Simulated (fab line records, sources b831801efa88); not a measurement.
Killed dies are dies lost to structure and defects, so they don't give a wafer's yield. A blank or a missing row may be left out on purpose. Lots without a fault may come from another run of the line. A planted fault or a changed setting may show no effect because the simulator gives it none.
Which tool did it? | flow sfq_line | 15 lots, 45 wafers sampled, at 1 step of a route of 325

WHAT THE GAUGES READ, wafer by wafer
The record holds no reading of a measuring or inspecting step that can be judged against a usual standard deviation.

WHICH TOOL RAN EACH LOT (tool, then ch and the chambers of the sampled wafers, then the start)
lot  | SFQ_TRILAYER_I2_VIA_BARC_OPEN_VIA_ETCH_096
L646 | rie_diel-03 ch 1,2,3, day 37 12:23
L647 | rie_diel-04 ch 0,1,2, day 37 21:59
L648 | rie_diel-03 ch 0,1,3, day 38 00:23
L649 | rie_diel-04 ch 0,2,3, day 38 12:23
L650 | rie_diel-04 ch 0,1, day 39 05:11
L651 | rie_diel-03 ch 1,2,3, day 39 20:47
L652 | rie_diel-01 ch 0,2, day 40 00:23
L653 | rie_diel-01 ch 0,2, day 40 18:23
L660 | rie_diel-01 ch 0,1,3, day 42 04:54
L662 | rie_diel-01 ch 0,1,3, day 42 17:01
L664 | rie_diel-01 ch 0,1,2, day 43 15:49
L665 | rie_diel-04 ch 0,2,3, day 44 03:49
L666 | rie_diel-04 ch 0,1,3, day 44 18:21
L668 | rie_diel-04 ch 1,2,3, day 45 00:21
L669 | rie_diel-03 ch 2,3, day 45 08:45
- SFQ_TRILAYER_I2_VIA_BARC_OPEN_VIA_ETCH_096: etches BARC in O2, target depth 125 nm, time 41.7 s.

WHAT THE TOOLS THEMSELVES READ (means of the sampled wafers that have a number; where no wafer has one, the mark that the record gives instead)
SFQ_TRILAYER_I2_VIA_BARC_OPEN_VIA_ETCH_096. Usual: drypump_motor_current_A 5.8 A, standard deviation 0.42; oes_product_au 0.684 a.u., standard deviation 0.0045; run_length_s 70.0 s, standard deviation 0.46.
lot  | tool        | drypump_motor_current_A (A) | oes_product_au (a.u.) | run_length_s (s) | flag
L646 | rie_diel-03 | 6.1                         | 0.686                 | 69.4             |
L647 | rie_diel-04 | 5.6                         | 0.686                 | 70.2             |
L648 | rie_diel-03 | 5.9                         | 0.680                 | 69.8             |
L649 | rie_diel-04 | 5.4                         | 0.682                 | 70.5             |
L650 | rie_diel-04 | 5.8                         | 0.689                 | 70.4             |
L651 | rie_diel-03 | 6.1                         | 0.680                 | 69.4             |
L652 | rie_diel-01 | 5.9                         | 0.680                 | 69.8             |
L653 | rie_diel-01 | 5.9                         | 0.685                 | 69.9             |
L660 | rie_diel-01 | 5.6                         | 0.674                 | 71.9             | OFF
L662 | rie_diel-01 | 5.6                         | 0.673                 | 72.0             | OFF
L664 | rie_diel-01 | 5.9                         | 0.672                 | 71.6             | OFF
L665 | rie_diel-04 | 5.4                         | 0.682                 | 70.6             |
L666 | rie_diel-04 | 5.6                         | 0.687                 | 70.3             |
L668 | rie_diel-04 | 5.7                         | 0.683                 | 70.5             |
L669 | rie_diel-03 | 6.6                         | 0.681                 | 69.8             |

THE ANSWER, worked out from the rows above alone
Rule: a lot is off if the mean of its wafers that have a number lies more than 3 standard deviations from the usual mean. A lot without any number at a reading at which 4 lots or more have one is off too. The other lots that the step has rows for count as sound. The gauges are gone through in route order, then the tools' own readings, and for those a lot's mean is taken as printed above. The first step at which some lot is off is used, and at that step the reading that is off furthest; a lot without a number counts as furthest.
Off: L660, L662, L664, at SFQ_TRILAYER_I2_VIA_BARC_OPEN_VIA_ETCH_096 (run_length_s).
A tool fits if, at that step or a process step before it, it ran every lot that is off, and no sound lot after the first of them. One fits: rie_diel-01 at SFQ_TRILAYER_I2_VIA_BARC_OPEN_VIA_ETCH_096. Its last sound lot is L653 (day 40 18:23), its first lot that is off L660 (day 42 04:54): a fault that began between those two fits.

WHAT THE SIMULATOR HAD PUT IN
Process parameter drift: rie_diel-01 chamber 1, from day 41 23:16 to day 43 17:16, at SFQ_TRILAYER_I2_VIA_BARC_OPEN_VIA_ETCH_096. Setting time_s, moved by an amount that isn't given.
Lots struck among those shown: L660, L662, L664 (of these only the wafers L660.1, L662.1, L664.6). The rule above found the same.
